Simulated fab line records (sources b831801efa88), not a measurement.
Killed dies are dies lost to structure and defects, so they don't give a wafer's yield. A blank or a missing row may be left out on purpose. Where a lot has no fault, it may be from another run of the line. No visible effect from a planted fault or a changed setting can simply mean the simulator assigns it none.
A lot that was struck, set against a sound lot ; flow sky130 ; 43 steps out of a route of 708
Sound: wafers L812.3, L812.4, L812.5. The struck wafers were L827.3, L827.5, L827.6. The cause is given at the end.
Each step with rows lists, per side, the tool, then ch with its chambers, then its first start. Under that, the readings that differ: sound wafers ; struck wafers ; difference of the means ; sigmas: that difference in standard deviations of wafers without a fault.
alike: readings with means less than 2 such deviations apart, plus words and numbers identical on both sides. not compared: withheld readings, readings lacking a value on some wafer, bounds such as >300 that could conceal the same value, and numbers that have no deviation in the record and whose values overlap.
A row with sigmas, a row that says differs or no value, or rows on one side alone: a step with any of these is where the two part. Numbers that have no deviation but don't overlap get no sigmas and don't part them. Lack of a reading on every wafer of one side parts them only where that side has two or more wafers.

first, 6 steps without rows for these wafers: SKY_VIA3_COAT_06 (resist thk 60 nm); SKY_VIA3_COAT_07 (resist thk 450 nm); SKY_VIA3_SOFTBAKE_08 (time 90 s); SKY_VIA3_EXPOSE_09 (exposes mask VIM3, target cd 200 nm); SKY_VIA3_PEB_10; SKY_VIA3_DEVELOP_11 (develop time 60 s).
SKY_VIA3_CD_MEAS_12: the cd target is 200 nm.
  struck on cd sem-01, day 45 15:19; sound on cd sem-02, day 42 04:58
reading;sound;struck;difference;sigmas
cd nm (nm);198.9 198.7 198.7;200.3 202.2 201.9;+2.7;+2
SKY_VIA3_OVL_MEAS_13:
  struck on overlay-01, day 45 15:24; sound on overlay-02, day 42 05:03
  alike: VIA3_OVL
then, 1 step without rows for these wafers: SKY_VIA3_ETCH_14 (etches BARC in N2/H2, stops on SiO2, time 45.9 s, target depth 60 nm).
SKY_VIA3_ETCH_15: etches SiO2 in C4F8/O2/Ar, stops on TiN, target depth 507 nm, time 78 s.
  sound on rie diel-01 ch 1,3, day 42 05:07; struck on rie diel-01 ch 0,1,3, day 45 15:28
  alike: oes product au
  not compared: rf hours counter h
then, 2 steps without rows for these wafers: SKY_VIA3_STRIP_16 (strips in O2/N2); SKY_VIA3_STRIP_17 (strips in post etch residue remover, time 1200 s).
SKY_VIA3_CLEAN_18: cleans in IPA, time 180 s.
  sound on wet bench-02 ch 3, day 42 05:41; struck on wet bench-01 ch 2, day 45 16:10
then, 1 step without rows for these wafers: SKY_VIA3_CLEAN_19 (cleans in O3/DIW).
SKY_VIA3_SPUTTER_20: material TiN, target thk 20 nm, time 80 s.
  struck on pvd sputter-01, day 45 16:23; sound on pvd sputter-02, day 42 05:51
  alike: throttle valve pct
then, 1 step without rows for these wafers: SKY_VIA3_CVD_21 (deposits W, target thk 390 nm, time 117.31 s).
SKY_VIA3_RS_MEAS_22: a four-point-probe measurement.
  struck on film metro-04, day 45 16:36; sound on film metro-04, day 42 06:11
  alike: VIA3_W_RS
SKY_VIA3_THK_MEAS_23: measures by xrf.
  struck on film metro-04, day 45 16:42; sound on film metro-04, day 42 06:17
  alike: VIA3_W_THK
then, 4 steps without rows for these wafers: SKY_VIA3_CMP_24 (polishes, stops on SiO2, t overpolish 20 s, target thk 0 nm); SKY_METAL4_SPUTTER_00 (material Ti, target thk 15 nm, time 10 s); SKY_METAL4_SPUTTER_01 (material TiN, target thk 20 nm, time 16.7 s); SKY_METAL4_SPUTTER_02 (material AlCu, target thk 735 nm, time 39.1 s).
SKY_METAL4_SPUTTER_03: material Ti, target thk 5 nm, time 3.3 s.
  struck on pvd sputter-04, day 45 17:16; sound on pvd sputter-04, day 42 06:43
  alike: throttle valve pct
SKY_METAL4_SPUTTER_04: material TiN, target thk 70 nm, time 58.3 s.
  struck on pvd sputter-04, day 45 17:17; sound on pvd sputter-04, day 42 06:44
  alike: throttle valve pct
then, 1 step without rows for these wafers: SKY_CAP2M_CVD_00 (deposits SiO2, target thk 15.5 nm).
SKY_CAP2M_THK_MEAS_01:
  struck on film metro-01, day 45 17:23; sound on film metro-04, day 42 06:50
  alike: CAP2M_CVD_00_THK
then, 1 step without rows for these wafers: SKY_CAP2M_SPUTTER_02 (material TiN, target thk 200 nm, time 166.7 s).
SKY_CAP2M_RS_MEAS_03: a four-point-probe measurement.
  struck on film metro-02, day 45 17:34; sound on film metro-02, day 42 07:01
  alike: CAP2M_TIN_RS
SKY_CAP2M_THK_MEAS_04: measures by xrf.
  struck on film metro-02, day 45 17:40; sound on film metro-02, day 42 07:07
  alike: CAP2M_TIN_THK
then, 7 steps without rows for these wafers: SKY_CAP2M_DEHYDRATE_05 (time 60 s); SKY_CAP2M_HMDS_06 (prime time 60 s); SKY_CAP2M_COAT_07 (resist thk 1140 nm); SKY_CAP2M_SOFTBAKE_08 (time 60 s); SKY_CAP2M_EXPOSE_09 (exposes mask CAP2M, target cd 1000 nm); SKY_CAP2M_PEB_10; SKY_CAP2M_DEVELOP_11 (develop time 60 s).
SKY_CAP2M_OVL_MEAS_12:
  struck on overlay-02, day 46 15:21; sound on overlay-01, day 43 07:12
  alike: CAP2M_OVL
SKY_CAP2M_METAL_ETCH_13: etches TiN in Cl2/BCl3, stops on SiO2, target depth 220 nm, time 62.9 s.
  sound on rie metal-02 ch 0,1, day 43 07:15; struck on rie metal-03 ch 0,1, day 46 15:24
  alike: drypump motor current A, he backside leak sccm, oes product au, throttle valve pct
  not compared: rf hours counter h
then, 4 steps without rows for these wafers: SKY_CAP2M_STRIP_14 (strips in O2/N2); SKY_CAP2M_STRIP_15 (strips in post etch residue remover, time 1200 s); SKY_CAP2M_CLEAN_16 (cleans in IPA, time 180 s); SKY_CAP2M_CLEAN_17 (cleans in O3/DIW).
-- the record jumps here: 4 days lie between the struck wafers' starts before and after (it left off in module CAP2M and takes up again in module PAD_OPEN, whose first step shown is number 708 of the route) --
SKY_PAD_OPEN_PROBE_99:
  the record has rows for the struck wafers here (prober-01, day 50 20:31) and none for the sound ones

== WHERE THEY PART ==
Last at SKY_PAD_OPEN_PROBE_99 as far as this record goes, first at SKY_VIA3_CD_MEAS_12.

WHY: whatever the simulator had introduced
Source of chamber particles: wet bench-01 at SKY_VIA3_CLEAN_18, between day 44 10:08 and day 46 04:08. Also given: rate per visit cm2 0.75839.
